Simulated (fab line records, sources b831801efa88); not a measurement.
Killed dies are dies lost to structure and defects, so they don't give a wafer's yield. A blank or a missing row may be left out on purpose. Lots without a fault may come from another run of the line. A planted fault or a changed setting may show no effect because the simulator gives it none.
Which tool did it? | flow gf180mcu | 12 lots, 36 wafers sampled, at 2 steps of a route of 602

WHAT THE GAUGES READ, wafer by wafer
GF_MIM_RS_MEAS_10: measures by four-point-probe.
lot  | measured     | on            | MIM_ALCU_RS (ohm/sq)
L075 | day 25 01:44 | film_metro-02 | 0.1592 0.1620 0.1606
L077 | day 25 18:22 | film_metro-03 | 0.1616 0.1635 0.1616
L079 | day 26 12:00 | film_metro-01 | 0.1607 0.1612 0.1605
L081 | day 27 07:38 | film_metro-02 | 0.1593 0.1580 0.1611
L083 | day 27 13:11 | film_metro-02 | 0.1597 0.1592 0.1613
L085 | day 28 04:35 | film_metro-02 | 0.1588 0.1606 0.1594
L087 | day 28 15:46 | film_metro-01 | 0.1609 0.1601 0.1608
L089 | day 29 06:27 | film_metro-02 | 0.1577 0.1603 0.1613
L091 | day 29 23:22 | film_metro-03 | 0.1589 0.1603 0.1605
L093 | day 30 08:01 | film_metro-03 | 0.1613 0.1614 0.1610
L095 | day 30 21:58 | film_metro-03 | 0.1601 0.1568 0.1569
L097 | day 31 11:28 | film_metro-02 | 0.1593 0.1630 0.1626

WHICH TOOL RAN EACH LOT (tool, then ch and the chambers of the sampled wafers, then the start)
lot  | GF_V3_CMP_04
L075 | cmp-02 ch 0,2,3, day 22 01:24
L077 | cmp-02 ch 1,2,3, day 22 18:10
L079 | cmp-02 ch 2,3, day 23 13:17
L081 | cmp-02 ch 1,2,3, day 24 11:09
L083 | cmp-02 ch 0,2,3, day 24 17:04
L085 | cmp-02 ch 0,2,3, day 25 10:15
L087 | cmp-02 ch 0,1,2, day 25 22:31
L089 | cmp-01 ch 1,2,3, day 26 13:42
L091 | cmp-02 ch 0,1,2, day 27 05:58
L093 | cmp-02 ch 0,1,3, day 27 14:34
L095 | cmp-02 ch 1,2,3, day 28 07:00
L097 | cmp-02 ch 0,1,3, day 28 21:41
- GF_V3_CMP_04: polishes SiO2.

THE ANSWER, worked out from the rows above alone
Rule: what is usual is taken from the lots themselves. Put in order of their means at a reading, lots are off if they are a third of the lots or fewer, leave a main group of 4 or more, and stand apart from it by a gap of 3 or more times the standard deviation of the main group's means; of several such gaps the widest counts. A main group whose means are all the same, to the digits that the tables above print for the reading, isn't used. A lot without any number at a reading at which 4 lots or more have one is off too. The other lots that the step has rows for count as sound.
No lot is off at any reading shown: from this, nothing can be told.

WHAT THE SIMULATOR HAD PUT IN
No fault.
